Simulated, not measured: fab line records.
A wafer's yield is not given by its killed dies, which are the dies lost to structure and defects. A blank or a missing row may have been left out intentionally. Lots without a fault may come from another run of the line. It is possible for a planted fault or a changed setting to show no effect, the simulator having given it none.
Chamber matching || flow gf180mcu || GF_V5_CMP_04 on cmp-01 has 4 sister chambers
The step polishes SiO2. 4 wafers are shown with their chamber, then 12 later ones without.

== WAFERS PAIRED WITH THEIR CHAMBERS ==
{"wafer": "L087.5", "chamber": 1, "motor current A (A)": 9.8}
{"wafer": "L090.2", "chamber": 2, "motor current A (A)": 11.4}
{"wafer": "L090.3", "chamber": 0, "motor current A (A)": 12.8}
{"wafer": "L090.6", "chamber": 3, "motor current A (A)": 11.1}

== WAFERS WITHOUT THEIR CHAMBER ==
{"wafer": "L091.2", "motor current A (A)": 13.1}
{"wafer": "L091.4", "motor current A (A)": 10.0}
{"wafer": "L091.5", "motor current A (A)": 10.1}
{"wafer": "L092.1", "motor current A (A)": 10.0}
{"wafer": "L092.2", "motor current A (A)": 11.5}
{"wafer": "L092.3", "motor current A (A)": 11.6}
{"wafer": "L096.2", "motor current A (A)": 11.9}
{"wafer": "L096.3", "motor current A (A)": 9.9}
{"wafer": "L096.4", "motor current A (A)": 12.2}
{"wafer": "L097.4", "motor current A (A)": 11.0}
{"wafer": "L097.5", "motor current A (A)": 12.0}
{"wafer": "L097.6", "motor current A (A)": 13.3}

== WHICH CHAMBER EACH WENT THROUGH ==
{"wafer": "L091.2", "from the rows above": 0, "in truth": 0}
{"wafer": "L091.4", "from the rows above": 1, "in truth": 1}
{"wafer": "L091.5", "from the rows above": "can't be placed: 1 or 3", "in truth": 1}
{"wafer": "L092.1", "from the rows above": 1, "in truth": 1}
{"wafer": "L092.2", "from the rows above": "can't be placed: 2 or 3", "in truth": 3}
{"wafer": "L092.3", "from the rows above": "can't be placed: 2 or 3", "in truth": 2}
{"wafer": "L096.2", "from the rows above": "can't be placed: 2 or 3 or 0", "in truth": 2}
{"wafer": "L096.3", "from the rows above": 1, "in truth": 1}
{"wafer": "L096.4", "from the rows above": "can't be placed: 0 or 2 or 3", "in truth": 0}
{"wafer": "L097.4", "from the rows above": "can't be placed: 3 or 2", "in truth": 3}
{"wafer": "L097.5", "from the rows above": "can't be placed: 2 or 0 or 3", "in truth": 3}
{"wafer": "L097.6", "from the rows above": 0, "in truth": 0}
Correct placement for 5 of the 12. From these rows, 7 cannot be placed; in 7 the true chamber is one of the candidates. Number placed wrongly: 0.
How it was worked out, from the rows above alone: a wafer's distance from a chamber is the root of the sum, over the readings, of the square of ((its reading less the chamber's mean) divided by the reading's scatter). If the next closest chamber is less than 2 further off than the closest, the wafer can't be placed; otherwise it belongs to the closest. Each chamber's mean is taken over the wafers shown for it. The scatter: with one shown wafer a chamber, the root of the mean of the squares of how far each hidden wafer lies from its nearest shown one.
